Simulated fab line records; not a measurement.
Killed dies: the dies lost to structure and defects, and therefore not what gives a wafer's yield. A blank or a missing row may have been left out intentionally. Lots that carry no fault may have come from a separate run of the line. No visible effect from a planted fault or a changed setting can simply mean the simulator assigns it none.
What tool caused it? || flow gf180mcu || 24 lots with 72 wafers sampled at 6 steps, on a route of 602 steps

WHAT EACH GAUGE READ, for each wafer
GF_V4_OVL_MEAS_15. Usual: V4_OVL 2 nm, standard deviation 5.6.
{"lot": "L074", "measured": "day 24 07:53", "on": "overlay-01", "V4_OVL (nm)": "1 1 9", "flag": ""}
{"lot": "L075", "measured": "day 24 20:20", "on": "overlay-01", "V4_OVL (nm)": "-14 -5 -3", "flag": ""}
{"lot": "L076", "measured": "day 25 23:05", "on": "overlay-01", "V4_OVL (nm)": "5 1 2", "flag": ""}
{"lot": "L077", "measured": "day 25 23:55", "on": "overlay-01", "V4_OVL (nm)": "-1 7 -1", "flag": ""}
{"lot": "L078", "measured": "day 26 01:59", "on": "overlay-01", "V4_OVL (nm)": "-7 4 10", "flag": ""}
{"lot": "L079", "measured": "day 26 15:01", "on": "overlay-01", "V4_OVL (nm)": "0 -4 0", "flag": ""}
{"lot": "L080", "measured": "day 26 19:44", "on": "overlay-01", "V4_OVL (nm)": "9 -3 -8", "flag": ""}
{"lot": "L081", "measured": "day 27 13:41", "on": "overlay-02", "V4_OVL (nm)": "7 3 7", "flag": ""}
{"lot": "L082", "measured": "day 27 17:32", "on": "overlay-01", "V4_OVL (nm)": "6 10 10", "flag": ""}
{"lot": "L083", "measured": "day 27 20:46", "on": "overlay-02", "V4_OVL (nm)": "5 5 1", "flag": ""}
{"lot": "L084", "measured": "day 27 23:07", "on": "overlay-02", "V4_OVL (nm)": "1 1 -6", "flag": ""}
{"lot": "L085", "measured": "day 28 14:20", "on": "overlay-01", "V4_OVL (nm)": "-11 -4 -8", "flag": ""}
{"lot": "L086", "measured": "day 28 16:20", "on": "overlay-01", "V4_OVL (nm)": "-5 -10 1", "flag": ""}
{"lot": "L087", "measured": "day 28 18:22", "on": "overlay-02", "V4_OVL (nm)": "6 3 4", "flag": ""}
{"lot": "L088", "measured": "day 29 07:32", "on": "overlay-02", "V4_OVL (nm)": "4 9 3", "flag": ""}
{"lot": "L089", "measured": "day 29 16:41", "on": "overlay-02", "V4_OVL (nm)": "-2 -4 -1", "flag": ""}
{"lot": "L090", "measured": "day 30 03:28", "on": "overlay-02", "V4_OVL (nm)": "1 3 0", "flag": ""}
{"lot": "L091", "measured": "day 30 09:11", "on": "overlay-01", "V4_OVL (nm)": "2 11 9", "flag": ""}
{"lot": "L094", "measured": "day 31 04:32", "on": "overlay-02", "V4_OVL (nm)": "10 8 14", "flag": ""}
{"lot": "L095", "measured": "day 31 05:47", "on": "overlay-02", "V4_OVL (nm)": "9 -10 6", "flag": ""}
{"lot": "L093", "measured": "day 31 06:11", "on": "overlay-01", "V4_OVL (nm)": "6 -7 3", "flag": ""}
{"lot": "L096", "measured": "day 31 07:28", "on": "overlay-02", "V4_OVL (nm)": "0 3 9", "flag": ""}
{"lot": "L092", "measured": "day 31 08:26", "on": "overlay-02", "V4_OVL (nm)": "1 6 6", "flag": ""}
{"lot": "L097", "measured": "day 31 23:34", "on": "overlay-01", "V4_OVL (nm)": "4 -2 1", "flag": ""}

GF_MIM_THK_MEAS_06. Usual: MIM_CVD_05_THK 42.1 nm, standard deviation 0.6.
{"lot": "L074", "measured": "day 24 10:02", "on": "film-metro-04", "MIM_CVD_05_THK (nm)": "42.0 41.6 43.6", "flag": ""}
{"lot": "L075", "measured": "day 25 01:24", "on": "film-metro-04", "MIM_CVD_05_THK (nm)": "41.5 42.0 42.1", "flag": ""}
{"lot": "L076", "measured": "day 26 00:46", "on": "film-metro-03", "MIM_CVD_05_THK (nm)": "42.3 43.2 42.1", "flag": ""}
{"lot": "L077", "measured": "day 26 01:37", "on": "film-metro-04", "MIM_CVD_05_THK (nm)": "41.7 42.0 42.0", "flag": ""}
{"lot": "L078", "measured": "day 26 03:39", "on": "film-metro-04", "MIM_CVD_05_THK (nm)": "41.4 41.8 42.7", "flag": ""}
{"lot": "L079", "measured": "day 26 16:43", "on": "film-metro-03", "MIM_CVD_05_THK (nm)": "42.2 43.0 42.8", "flag": ""}
{"lot": "L080", "measured": "day 26 21:37", "on": "film-metro-04", "MIM_CVD_05_THK (nm)": "41.1 41.5 41.6", "flag": ""}
{"lot": "L081", "measured": "day 27 15:20", "on": "film-metro-04", "MIM_CVD_05_THK (nm)": "41.3 41.4 41.3", "flag": ""}
{"lot": "L082", "measured": "day 27 19:11", "on": "film-metro-02", "MIM_CVD_05_THK (nm)": "41.7 42.2 42.8", "flag": ""}
{"lot": "L083", "measured": "day 27 22:35", "on": "film-metro-02", "MIM_CVD_05_THK (nm)": "41.9 42.9 42.1", "flag": ""}
{"lot": "L084", "measured": "day 28 00:58", "on": "film-metro-03", "MIM_CVD_05_THK (nm)": "41.4 42.2 43.1", "flag": ""}
{"lot": "L085", "measured": "day 28 16:20", "on": "film-metro-03", "MIM_CVD_05_THK (nm)": "41.6 43.3 42.8", "flag": ""}
{"lot": "L086", "measured": "day 28 18:07", "on": "film-metro-03", "MIM_CVD_05_THK (nm)": "42.0 41.0 43.0", "flag": ""}
{"lot": "L087", "measured": "day 28 20:02", "on": "film-metro-02", "MIM_CVD_05_THK (nm)": "42.1 43.0 42.7", "flag": ""}
{"lot": "L088", "measured": "day 29 09:25", "on": "film-metro-02", "MIM_CVD_05_THK (nm)": "41.9 41.3 42.6", "flag": ""}
{"lot": "L089", "measured": "day 29 18:20", "on": "film-metro-03", "MIM_CVD_05_THK (nm)": "41.3 42.0 42.2", "flag": ""}
{"lot": "L090", "measured": "day 30 05:07", "on": "film-metro-03", "MIM_CVD_05_THK (nm)": "42.3 41.7 43.1", "flag": ""}
{"lot": "L091", "measured": "day 30 10:50", "on": "film-metro-02", "MIM_CVD_05_THK (nm)": "41.6 41.1 43.1", "flag": ""}
{"lot": "L094", "measured": "day 31 06:11", "on": "film-metro-04", "MIM_CVD_05_THK (nm)": "41.8 42.3 42.6", "flag": ""}
{"lot": "L095", "measured": "day 31 07:28", "on": "film-metro-03", "MIM_CVD_05_THK (nm)": "41.2 41.6 42.9", "flag": ""}
{"lot": "L093", "measured": "day 31 08:02", "on": "film-metro-02", "MIM_CVD_05_THK (nm)": "41.6 42.1 42.1", "flag": ""}
{"lot": "L096", "measured": "day 31 09:08", "on": "film-metro-02", "MIM_CVD_05_THK (nm)": "41.8 41.3 41.7", "flag": ""}
{"lot": "L092", "measured": "day 31 10:04", "on": "film-metro-02", "MIM_CVD_05_THK (nm)": "42.2 42.4 42.9", "flag": ""}
{"lot": "L097", "measured": "day 32 01:14", "on": "film-metro-03", "MIM_CVD_05_THK (nm)": "41.6 42.6 42.6", "flag": ""}

GF_V5_CD_MEAS_14: target cd 260 nm. Usual: cd-nm 260.4 nm, standard deviation 1.3.
{"lot": "L074", "measured": "day 27 01:08", "on": "cd-sem-02", "cd-nm (nm)": "261.1 262.4 261.7", "flag": ""}
{"lot": "L075", "measured": "day 27 18:05", "on": "cd-sem-01", "cd-nm (nm)": "258.3 256.6 257.8", "flag": ""}
{"lot": "L076", "measured": "day 28 14:55", "on": "cd-sem-02", "cd-nm (nm)": "260.1 260.7 261.0", "flag": ""}
{"lot": "L077", "measured": "day 28 17:11", "on": "cd-sem-01", "cd-nm (nm)": "260.2 262.6 261.2", "flag": ""}
{"lot": "L078", "measured": "day 28 19:08", "on": "cd-sem-01", "cd-nm (nm)": "263.6 262.2 263.1", "flag": ""}
{"lot": "L079", "measured": "day 29 04:08", "on": "cd-sem-01", "cd-nm (nm)": "260.6 261.6 259.6", "flag": ""}
{"lot": "L080", "measured": "day 29 10:29", "on": "cd-sem-02", "cd-nm (nm)": "260.8 260.5 260.1", "flag": ""}
{"lot": "L081", "measured": "day 30 02:08", "on": "cd-sem-02", "cd-nm (nm)": "260.0 260.9 260.8", "flag": ""}
{"lot": "L082", "measured": "day 30 07:05", "on": "cd-sem-01", "cd-nm (nm)": "261.2 261.8 260.8", "flag": ""}
{"lot": "L083", "measured": "day 30 10:45", "on": "cd-sem-02", "cd-nm (nm)": "260.0 259.8 258.8", "flag": ""}
{"lot": "L084", "measured": "day 30 13:19", "on": "cd-sem-02", "cd-nm (nm)": "261.2 261.0 261.7", "flag": ""}
{"lot": "L085", "measured": "day 31 02:51", "on": "cd-sem-01", "cd-nm (nm)": "259.2 259.5 260.3", "flag": ""}
{"lot": "L086", "measured": "day 31 04:23", "on": "cd-sem-02", "cd-nm (nm)": "262.9 262.5 261.4", "flag": ""}
{"lot": "L087", "measured": "day 31 04:44", "on": "cd-sem-01", "cd-nm (nm)": "259.8 259.4 259.8", "flag": ""}
{"lot": "L088", "measured": "day 31 18:20", "on": "cd-sem-01", "cd-nm (nm)": "259.5 259.7 260.1", "flag": ""}
{"lot": "L089", "measured": "day 32 02:37", "on": "cd-sem-01", "cd-nm (nm)": "260.4 260.5 260.8", "flag": ""}
{"lot": "L090", "measured": "day 32 11:35", "on": "cd-sem-01", "cd-nm (nm)": "260.3 259.9 260.4", "flag": ""}
{"lot": "L091", "measured": "day 32 17:25", "on": "cd-sem-02", "cd-nm (nm)": "261.0 261.4 260.7", "flag": ""}
{"lot": "L094", "measured": "day 33 10:44", "on": "cd-sem-01", "cd-nm (nm)": "259.1 258.1 260.0", "flag": ""}
{"lot": "L095", "measured": "day 33 11:56", "on": "cd-sem-01", "cd-nm (nm)": "257.3 258.3 259.1", "flag": ""}
{"lot": "L093", "measured": "day 33 12:02", "on": "cd-sem-02", "cd-nm (nm)": "259.0 259.4 260.0", "flag": ""}
{"lot": "L096", "measured": "day 33 13:11", "on": "cd-sem-01", "cd-nm (nm)": "260.5 262.2 261.5", "flag": ""}
{"lot": "L092", "measured": "day 33 14:26", "on": "cd-sem-01", "cd-nm (nm)": "261.2 259.4 260.5", "flag": ""}
{"lot": "L097", "measured": "day 34 04:33", "on": "cd-sem-01", "cd-nm (nm)": "260.9 262.1 261.5", "flag": ""}

WHAT TOOL EACH LOT RAN ON (gives the tool, then ch and the chambers of the sampled wafers, and finally the start)
{"lot": "L074", "GF_V4_CMP_04": "cmp-01 ch 0,1,2, day 23 09:26", "GF_V4_CMP_26": "cmp-01 ch 0,2,3, day 24 09:29", "GF_MIM_CVD_05": "pecvd-04 ch 0,2, day 24 10:00"}
{"lot": "L075", "GF_V4_CMP_04": "cmp-01 ch 2,3, day 23 22:01", "GF_V4_CMP_26": "cmp-02 ch 0,1,3, day 25 00:50", "GF_MIM_CVD_05": "pecvd-02 ch 0,1, day 25 01:22"}
{"lot": "L076", "GF_V4_CMP_04": "cmp-02 ch 1,2, day 25 01:26", "GF_V4_CMP_26": "cmp-02 ch 0,1,3, day 26 00:19", "GF_MIM_CVD_05": "pecvd-04 ch 0,2, day 26 00:44"}
{"lot": "L077", "GF_V4_CMP_04": "cmp-02 ch 1,2, day 25 02:02", "GF_V4_CMP_26": "cmp-01 ch 1,2, day 26 01:05", "GF_MIM_CVD_05": "pecvd-04 ch 0,1,2, day 26 01:34"}
{"lot": "L078", "GF_V4_CMP_04": "cmp-01 ch 0,1,2, day 25 04:10", "GF_V4_CMP_26": "cmp-01 ch 0,1,3, day 26 03:09", "GF_MIM_CVD_05": "pecvd-04 ch 0,2, day 26 03:37"}
{"lot": "L079", "GF_V4_CMP_04": "cmp-01 ch 1,3, day 25 17:40", "GF_V4_CMP_26": "cmp-02 ch 0,2,3, day 26 16:14", "GF_MIM_CVD_05": "pecvd-02 ch 0,2, day 26 16:40"}
{"lot": "L080", "GF_V4_CMP_04": "cmp-02 ch 0,1,2, day 25 22:13", "GF_V4_CMP_26": "cmp-02 ch 0,2,3, day 26 21:04", "GF_MIM_CVD_05": "pecvd-02 ch 0,1,2, day 26 21:35"}
{"lot": "L081", "GF_V4_CMP_04": "cmp-02 ch 0,2,3, day 26 17:13", "GF_V4_CMP_26": "cmp-01 ch 0,2,3, day 27 14:47", "GF_MIM_CVD_05": "pecvd-03 ch 0,1,2, day 27 15:18"}
{"lot": "L082", "GF_V4_CMP_04": "cmp-02 ch 0,1, day 26 20:31", "GF_V4_CMP_26": "cmp-02 ch 0,3, day 27 18:37", "GF_MIM_CVD_05": "pecvd-03 ch 0,1,2, day 27 19:08"}
{"lot": "L083", "GF_V4_CMP_04": "cmp-01 ch 0,2,3, day 26 23:52", "GF_V4_CMP_26": "cmp-02 ch 0,2,3, day 27 22:01", "GF_MIM_CVD_05": "pecvd-03 ch 0,1,2, day 27 22:32"}
{"lot": "L084", "GF_V4_CMP_04": "cmp-02 ch 0,1,3, day 27 02:01", "GF_V4_CMP_26": "cmp-02 ch 1,2,3, day 28 00:25", "GF_MIM_CVD_05": "pecvd-03 ch 0,1, day 28 00:56"}
{"lot": "L085", "GF_V4_CMP_04": "cmp-02 ch 0,3, day 27 17:43", "GF_V4_CMP_26": "cmp-02 ch 0,1,3, day 28 15:54", "GF_MIM_CVD_05": "pecvd-04 ch 0,1,2, day 28 16:16"}
{"lot": "L086", "GF_V4_CMP_04": "cmp-02 ch 0,1,3, day 27 19:58", "GF_V4_CMP_26": "cmp-01 ch 0,1,3, day 28 17:37", "GF_MIM_CVD_05": "pecvd-04 ch 0,1,2, day 28 18:05"}
{"lot": "L087", "GF_V4_CMP_04": "cmp-01 ch 0,1,2, day 27 22:35", "GF_V4_CMP_26": "cmp-01 ch 0,1,3, day 28 19:35", "GF_MIM_CVD_05": "pecvd-03 ch 0,1,2, day 28 20:01"}
{"lot": "L088", "GF_V4_CMP_04": "cmp-01 ch 0,2,3, day 28 12:04", "GF_V4_CMP_26": "cmp-02 ch 0,1,2, day 29 09:00", "GF_MIM_CVD_05": "pecvd-04 ch 0,2, day 29 09:22"}
{"lot": "L089", "GF_V4_CMP_04": "cmp-02 ch 0,1, day 28 20:25", "GF_V4_CMP_26": "cmp-01 ch 0,3, day 29 17:46", "GF_MIM_CVD_05": "pecvd-03 ch 0,1,2, day 29 18:17"}
{"lot": "L090", "GF_V4_CMP_04": "cmp-02 ch 0,1, day 29 08:33", "GF_V4_CMP_26": "cmp-02 ch 1,2,3, day 30 04:39", "GF_MIM_CVD_05": "pecvd-02 ch 0,2, day 30 05:04"}
{"lot": "L091", "GF_V4_CMP_04": "cmp-01 ch 0,1,2, day 29 13:52", "GF_V4_CMP_26": "cmp-01 ch 0,1,3, day 30 10:16", "GF_MIM_CVD_05": "pecvd-04 ch 0,1,2, day 30 10:47"}
{"lot": "L094", "GF_V4_CMP_04": "cmp-02 ch 0,2,3, day 30 09:58", "GF_V4_CMP_26": "cmp-02 ch 0,1,2, day 31 05:37", "GF_MIM_CVD_05": "pecvd-03 ch 1,2, day 31 06:10"}
{"lot": "L095", "GF_V4_CMP_04": "cmp-02 ch 0,3, day 30 10:52", "GF_V4_CMP_26": "cmp-01 ch 1,2,3, day 31 06:58", "GF_MIM_CVD_05": "pecvd-03 ch 0,1, day 31 07:25"}
{"lot": "L093", "GF_V4_CMP_04": "cmp-02 ch 0,1,2, day 30 11:27", "GF_V4_CMP_26": "cmp-02 ch 2,3, day 31 07:24", "GF_MIM_CVD_05": "pecvd-03 ch 0,2, day 31 07:56"}
{"lot": "L096", "GF_V4_CMP_04": "cmp-01 ch 1,2,3, day 30 12:25", "GF_V4_CMP_26": "cmp-01 ch 0,3, day 31 08:37", "GF_MIM_CVD_05": "pecvd-02 ch 0,1,2, day 31 09:05"}
{"lot": "L092", "GF_V4_CMP_04": "cmp-01 ch 0,1,3, day 30 13:37", "GF_V4_CMP_26": "cmp-01 ch 0,1,3, day 31 09:31", "GF_MIM_CVD_05": "pecvd-04 ch 0,1,2, day 31 10:02"}
{"lot": "L097", "GF_V4_CMP_04": "cmp-01 ch 1,2, day 31 05:11", "GF_V4_CMP_26": "cmp-02 ch 0,3, day 32 00:40", "GF_MIM_CVD_05": "pecvd-04 ch 0,1, day 32 01:11"}
- GF_V4_CMP_04: polishes SiO2.
- GF_V4_CMP_26: polishes, stops on SiO2, t overpolish 15 s, target thk 0 nm.
- GF_MIM_CVD_05: deposits Si3N4, target thk 42 nm, time 29.086 s.

WHAT THE TOOLS THEMSELVES READ (means of the sampled wafers that have a number; where no wafer has one, the mark that the record gives instead)
GF_V4_CMP_04. Usual: motor-current-A 11.6 A, standard deviation 1.7; slurry-flow-ml-min 150.0, standard deviation 0.48; time-to-endpoint-s 83 s, standard deviation 5.6.
{"lot": "L074", "tool": "cmp-01", "motor-current-A (A)": 12.1, "slurry-flow-ml-min": 149.8, "time-to-endpoint-s (s)": 79, "flag": ""}
{"lot": "L075", "tool": "cmp-01", "motor-current-A (A)": 12.9, "slurry-flow-ml-min": 150.1, "time-to-endpoint-s (s)": 83, "flag": ""}
{"lot": "L076", "tool": "cmp-02", "motor-current-A (A)": 12.8, "slurry-flow-ml-min": 149.9, "time-to-endpoint-s (s)": 84, "flag": ""}
{"lot": "L077", "tool": "cmp-02", "motor-current-A (A)": 13.0, "slurry-flow-ml-min": 150.1, "time-to-endpoint-s (s)": 73, "flag": ""}
{"lot": "L078", "tool": "cmp-01", "motor-current-A (A)": 12.3, "slurry-flow-ml-min": 150.2, "time-to-endpoint-s (s)": 86, "flag": ""}
{"lot": "L079", "tool": "cmp-01", "motor-current-A (A)": 13.2, "slurry-flow-ml-min": 149.7, "time-to-endpoint-s (s)": 88, "flag": ""}
{"lot": "L080", "tool": "cmp-02", "motor-current-A (A)": 10.9, "slurry-flow-ml-min": 150.2, "time-to-endpoint-s (s)": 78, "flag": ""}
{"lot": "L081", "tool": "cmp-02", "motor-current-A (A)": 10.3, "slurry-flow-ml-min": 150.1, "time-to-endpoint-s (s)": 77, "flag": ""}
{"lot": "L082", "tool": "cmp-02", "motor-current-A (A)": 9.8, "slurry-flow-ml-min": 150.2, "time-to-endpoint-s (s)": 86, "flag": ""}
{"lot": "L083", "tool": "cmp-01", "motor-current-A (A)": 12.3, "slurry-flow-ml-min": 150.4, "time-to-endpoint-s (s)": 88, "flag": ""}
{"lot": "L084", "tool": "cmp-02", "motor-current-A (A)": 10.6, "slurry-flow-ml-min": 150.0, "time-to-endpoint-s (s)": 81, "flag": ""}
{"lot": "L085", "tool": "cmp-02", "motor-current-A (A)": 8.9, "slurry-flow-ml-min": 149.8, "time-to-endpoint-s (s)": 85, "flag": ""}
{"lot": "L086", "tool": "cmp-02", "motor-current-A (A)": 10.5, "slurry-flow-ml-min": 149.7, "time-to-endpoint-s (s)": 83, "flag": ""}
{"lot": "L087", "tool": "cmp-01", "motor-current-A (A)": 11.5, "slurry-flow-ml-min": 150.2, "time-to-endpoint-s (s)": 84, "flag": ""}
{"lot": "L088", "tool": "cmp-01", "motor-current-A (A)": 12.1, "slurry-flow-ml-min": 149.8, "time-to-endpoint-s (s)": 84, "flag": ""}
{"lot": "L089", "tool": "cmp-02", "motor-current-A (A)": 9.5, "slurry-flow-ml-min": 150.2, "time-to-endpoint-s (s)": 84, "flag": ""}
{"lot": "L090", "tool": "cmp-02", "motor-current-A (A)": 9.8, "slurry-flow-ml-min": 150.4, "time-to-endpoint-s (s)": 81, "flag": ""}
{"lot": "L091", "tool": "cmp-01", "motor-current-A (A)": 12.1, "slurry-flow-ml-min": 150.0, "time-to-endpoint-s (s)": 81, "flag": ""}
{"lot": "L094", "tool": "cmp-02", "motor-current-A (A)": 10.6, "slurry-flow-ml-min": 150.2, "time-to-endpoint-s (s)": 78, "flag": ""}
{"lot": "L095", "tool": "cmp-02", "motor-current-A (A)": 8.6, "slurry-flow-ml-min": 149.8, "time-to-endpoint-s (s)": 77, "flag": ""}
{"lot": "L093", "tool": "cmp-02", "motor-current-A (A)": 11.2, "slurry-flow-ml-min": 150.0, "time-to-endpoint-s (s)": 81, "flag": ""}
{"lot": "L096", "tool": "cmp-01", "motor-current-A (A)": 12.5, "slurry-flow-ml-min": 149.8, "time-to-endpoint-s (s)": 89, "flag": ""}
{"lot": "L092", "tool": "cmp-01", "motor-current-A (A)": 12.3, "slurry-flow-ml-min": 150.3, "time-to-endpoint-s (s)": 90, "flag": ""}
{"lot": "L097", "tool": "cmp-01", "motor-current-A (A)": 12.1, "slurry-flow-ml-min": 150.4, "time-to-endpoint-s (s)": 84, "flag": ""}

GF_V4_CMP_26. Usual: motor-current-A 10.7 A, standard deviation 1.6; overpolish-run-s 15.002 s, standard deviation 0.0086; slurry-flow-ml-min 150.0, standard deviation 0.5; time-to-endpoint-s 87 s, standard deviation 3.2.
{"lot": "L074", "tool": "cmp-01", "motor-current-A (A)": 11.4, "overpolish-run-s (s)": 15.001, "slurry-flow-ml-min": 150.0, "time-to-endpoint-s (s)": 86, "flag": ""}
{"lot": "L075", "tool": "cmp-02", "motor-current-A (A)": 9.5, "overpolish-run-s (s)": 14.995, "slurry-flow-ml-min": 149.8, "time-to-endpoint-s (s)": 89, "flag": ""}
{"lot": "L076", "tool": "cmp-02", "motor-current-A (A)": 9.7, "overpolish-run-s (s)": 15.008, "slurry-flow-ml-min": 149.8, "time-to-endpoint-s (s)": 87, "flag": ""}
{"lot": "L077", "tool": "cmp-01", "motor-current-A (A)": 11.7, "overpolish-run-s (s)": 14.998, "slurry-flow-ml-min": 150.0, "time-to-endpoint-s (s)": 83, "flag": ""}
{"lot": "L078", "tool": "cmp-01", "motor-current-A (A)": 11.7, "overpolish-run-s (s)": 14.996, "slurry-flow-ml-min": 150.1, "time-to-endpoint-s (s)": 93, "flag": ""}
{"lot": "L079", "tool": "cmp-02", "motor-current-A (A)": 9.4, "overpolish-run-s (s)": 15.000, "slurry-flow-ml-min": 149.5, "time-to-endpoint-s (s)": 86, "flag": ""}
{"lot": "L080", "tool": "cmp-02", "motor-current-A (A)": 9.7, "overpolish-run-s (s)": 15.002, "slurry-flow-ml-min": 150.2, "time-to-endpoint-s (s)": 90, "flag": ""}
{"lot": "L081", "tool": "cmp-01", "motor-current-A (A)": 11.5, "overpolish-run-s (s)": 14.996, "slurry-flow-ml-min": 150.0, "time-to-endpoint-s (s)": 87, "flag": ""}
{"lot": "L082", "tool": "cmp-02", "motor-current-A (A)": 8.3, "overpolish-run-s (s)": 15.003, "slurry-flow-ml-min": 150.0, "time-to-endpoint-s (s)": 87, "flag": ""}
{"lot": "L083", "tool": "cmp-02", "motor-current-A (A)": 9.9, "overpolish-run-s (s)": 15.001, "slurry-flow-ml-min": 150.2, "time-to-endpoint-s (s)": 89, "flag": ""}
{"lot": "L084", "tool": "cmp-02", "motor-current-A (A)": 11.3, "overpolish-run-s (s)": 15.002, "slurry-flow-ml-min": 150.0, "time-to-endpoint-s (s)": 86, "flag": ""}
{"lot": "L085", "tool": "cmp-02", "motor-current-A (A)": 9.5, "overpolish-run-s (s)": 15.004, "slurry-flow-ml-min": 149.6, "time-to-endpoint-s (s)": 87, "flag": ""}
{"lot": "L086", "tool": "cmp-01", "motor-current-A (A)": 11.7, "overpolish-run-s (s)": 15.004, "slurry-flow-ml-min": 150.1, "time-to-endpoint-s (s)": 88, "flag": ""}
{"lot": "L087", "tool": "cmp-01", "motor-current-A (A)": 11.6, "overpolish-run-s (s)": 15.003, "slurry-flow-ml-min": 149.7, "time-to-endpoint-s (s)": 87, "flag": ""}
{"lot": "L088", "tool": "cmp-02", "motor-current-A (A)": 10.3, "overpolish-run-s (s)": 14.997, "slurry-flow-ml-min": 149.7, "time-to-endpoint-s (s)": 89, "flag": ""}
{"lot": "L089", "tool": "cmp-01", "motor-current-A (A)": 11.7, "overpolish-run-s (s)": 15.008, "slurry-flow-ml-min": 149.5, "time-to-endpoint-s (s)": 87, "flag": ""}
{"lot": "L090", "tool": "cmp-02", "motor-current-A (A)": 11.2, "overpolish-run-s (s)": 14.996, "slurry-flow-ml-min": 149.6, "time-to-endpoint-s (s)": 88, "flag": ""}
{"lot": "L091", "tool": "cmp-01", "motor-current-A (A)": 11.5, "overpolish-run-s (s)": 15.012, "slurry-flow-ml-min": 150.3, "time-to-endpoint-s (s)": 87, "flag": ""}
{"lot": "L094", "tool": "cmp-02", "motor-current-A (A)": 10.2, "overpolish-run-s (s)": 15.003, "slurry-flow-ml-min": 150.6, "time-to-endpoint-s (s)": 88, "flag": ""}
{"lot": "L095", "tool": "cmp-01", "motor-current-A (A)": 11.9, "overpolish-run-s (s)": 14.997, "slurry-flow-ml-min": 150.0, "time-to-endpoint-s (s)": 86, "flag": ""}
{"lot": "L093", "tool": "cmp-02", "motor-current-A (A)": 10.2, "overpolish-run-s (s)": 15.000, "slurry-flow-ml-min": 149.7, "time-to-endpoint-s (s)": 85, "flag": ""}
{"lot": "L096", "tool": "cmp-01", "motor-current-A (A)": 11.9, "overpolish-run-s (s)": 15.003, "slurry-flow-ml-min": 150.0, "time-to-endpoint-s (s)": 89, "flag": ""}
{"lot": "L092", "tool": "cmp-01", "motor-current-A (A)": 11.7, "overpolish-run-s (s)": 14.998, "slurry-flow-ml-min": 149.7, "time-to-endpoint-s (s)": 90, "flag": ""}
{"lot": "L097", "tool": "cmp-02", "motor-current-A (A)": 8.7, "overpolish-run-s (s)": 14.991, "slurry-flow-ml-min": 150.1, "time-to-endpoint-s (s)": 87, "flag": ""}

GF_MIM_CVD_05. Usual: heater-power-w 693 W, standard deviation 80; susceptor-temp-C 385.00 C, standard deviation 0.21.
{"lot": "L074", "tool": "pecvd-04", "heater-power-w (W)": 684, "susceptor-temp-C (C)": 384.78, "flag": ""}
{"lot": "L075", "tool": "pecvd-02", "heater-power-w (W)": 540, "susceptor-temp-C (C)": 384.78, "flag": ""}
{"lot": "L076", "tool": "pecvd-04", "heater-power-w (W)": 664, "susceptor-temp-C (C)": 385.00, "flag": ""}
{"lot": "L077", "tool": "pecvd-04", "heater-power-w (W)": 683, "susceptor-temp-C (C)": 385.07, "flag": ""}
{"lot": "L078", "tool": "pecvd-04", "heater-power-w (W)": 699, "susceptor-temp-C (C)": 385.07, "flag": ""}
{"lot": "L079", "tool": "pecvd-02", "heater-power-w (W)": 535, "susceptor-temp-C (C)": 385.13, "flag": ""}
{"lot": "L080", "tool": "pecvd-02", "heater-power-w (W)": 635, "susceptor-temp-C (C)": 384.91, "flag": ""}
{"lot": "L081", "tool": "pecvd-03", "heater-power-w (W)": 790, "susceptor-temp-C (C)": 384.70, "flag": ""}
{"lot": "L082", "tool": "pecvd-03", "heater-power-w (W)": 760, "susceptor-temp-C (C)": 384.90, "flag": ""}
{"lot": "L083", "tool": "pecvd-03", "heater-power-w (W)": 736, "susceptor-temp-C (C)": 385.10, "flag": ""}
{"lot": "L084", "tool": "pecvd-03", "heater-power-w (W)": 773, "susceptor-temp-C (C)": 384.87, "flag": ""}
{"lot": "L085", "tool": "pecvd-04", "heater-power-w (W)": 670, "susceptor-temp-C (C)": 385.14, "flag": ""}
{"lot": "L086", "tool": "pecvd-04", "heater-power-w (W)": 685, "susceptor-temp-C (C)": 384.92, "flag": ""}
{"lot": "L087", "tool": "pecvd-03", "heater-power-w (W)": 781, "susceptor-temp-C (C)": 384.86, "flag": ""}
{"lot": "L088", "tool": "pecvd-04", "heater-power-w (W)": 685, "susceptor-temp-C (C)": 384.97, "flag": ""}
{"lot": "L089", "tool": "pecvd-03", "heater-power-w (W)": 763, "susceptor-temp-C (C)": 384.89, "flag": ""}
{"lot": "L090", "tool": "pecvd-02", "heater-power-w (W)": 607, "susceptor-temp-C (C)": 384.94, "flag": ""}
{"lot": "L091", "tool": "pecvd-04", "heater-power-w (W)": 749, "susceptor-temp-C (C)": 385.02, "flag": ""}
{"lot": "L094", "tool": "pecvd-03", "heater-power-w (W)": 700, "susceptor-temp-C (C)": 384.96, "flag": ""}
{"lot": "L095", "tool": "pecvd-03", "heater-power-w (W)": 752, "susceptor-temp-C (C)": 384.79, "flag": ""}
{"lot": "L093", "tool": "pecvd-03", "heater-power-w (W)": 743, "susceptor-temp-C (C)": 385.15, "flag": ""}
{"lot": "L096", "tool": "pecvd-02", "heater-power-w (W)": 595, "susceptor-temp-C (C)": 385.06, "flag": ""}
{"lot": "L092", "tool": "pecvd-04", "heater-power-w (W)": 722, "susceptor-temp-C (C)": 385.04, "flag": ""}
{"lot": "L097", "tool": "pecvd-04", "heater-power-w (W)": 654, "susceptor-temp-C (C)": 384.98, "flag": ""}

THE ANSWER, worked out from the rows above alone
Rule: a lot counts as off when the mean over its wafers that have a number is more than 3 standard deviations away from the usual mean. A lot without any number at a reading at which 4 lots or more have one is off too. The other lots that the step has rows for count as sound. First the gauges in route order, then the tools' own readings, where a lot's mean is used as printed above. The first step at which some lot is off is used, and at that step the reading that is off furthest; a lot without a number counts as furthest.
Across all readings shown, no lot is off: no conclusion can be drawn from this.

WHAT HAD BEEN PUT IN BY THE SIMULATOR
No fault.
